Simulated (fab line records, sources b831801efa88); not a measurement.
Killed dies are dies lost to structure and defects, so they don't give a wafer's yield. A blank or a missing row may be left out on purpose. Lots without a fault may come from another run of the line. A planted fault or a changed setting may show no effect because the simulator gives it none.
One fault seen from 2 desks | flow gf180mcu | each desk has only its own numbers; what lay behind them comes last

THE TOOL OWNER'S DESK: litho_track-03
The tool's own readings at GF_M2_SOFTBAKE_10 (time 60 s): means of the sampled wafers that have a number, for each lot that ran on this tool. A lot is out of limits, marked OUT, if its mean lies more than 4 standard deviations from the usual mean; the brackets give that distance.
Columns: A = run_length_s at GF_M2_SOFTBAKE_10, usual 89.27 s
lot  | first seen here | A
L737 | day 20 07:14    | 89.34
L739 | day 21 04:40    | 89.22
L740 | day 21 07:34    | 89.46
L744 | day 23 00:11    | 96.87 (+63) OUT
L749 | day 24 12:37    | 96.77 (+63) OUT
L757 | day 26 22:17    | 89.24
This desk's finding: out of limits on L744, L749; first on L744, day 23 00:11 (run_length_s at GF_M2_SOFTBAKE_10). In limits: L737, L739, L740, L757.

THE METROLOGY DESK
What the gauges read, lot by lot, whatever tool the lot ran on: means of the sampled wafers that have a number. A lot is out of limits, marked OUT, if its mean lies more than 4 standard deviations from the usual mean; the brackets give that distance.
Columns: A = V1_W_RS at GF_V1_RS_MEAS_24, usual 0.329 ohm/sq; B = cd_nm at GF_V2_CD_MEAS_14, usual 260.3 nm
lot  | first seen here | A     | B
L734 | day 18 07:19    | 0.328 | 261.0
L735 | day 19 00:46    | 0.329 | 258.7
L736 | day 19 04:26    | 0.330 | 261.1
L737 | day 19 17:43    | 0.334 | 259.7
L738 | day 19 23:48    | 0.329 | 260.5
L739 | day 20 15:52    | 0.328 | 261.2
L740 | day 20 18:47    | 0.327 | 259.6
L744 | day 22 11:36    | 0.328 | 259.6
L749 | day 24 00:42    | 0.332 | 261.9
L753 | day 25 08:46    | 0.324 | 259.4
L754 | day 25 16:08    | 0.330 | 259.2
L755 | day 26 03:23    | 0.330 | 261.4
L756 | day 26 05:23    | 0.327 | 260.8
L757 | day 26 11:23    | 0.328 | 259.8
This desk's finding: nothing out of limits on any of the 14 lots.

PUT TOGETHER
The tool owner's desk could have raised an alarm at day 23 00:11, on L744, L749.
The metrology desk saw nothing out of limits.
The metrology desk has L744, L749 on record, within its limits.
Of the lots named, all ran GF_M2_SOFTBAKE_10 on litho_track-03.

WHAT THE SIMULATOR HAD PUT IN
Process parameter drift: litho_track-03, from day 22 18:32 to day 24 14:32, at GF_M2_SOFTBAKE_10. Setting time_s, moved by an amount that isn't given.
Lots struck among those shown: L744, L749.
Hours from the fault's start to each desk's first reading out of limits: the tool owner's desk, 6.
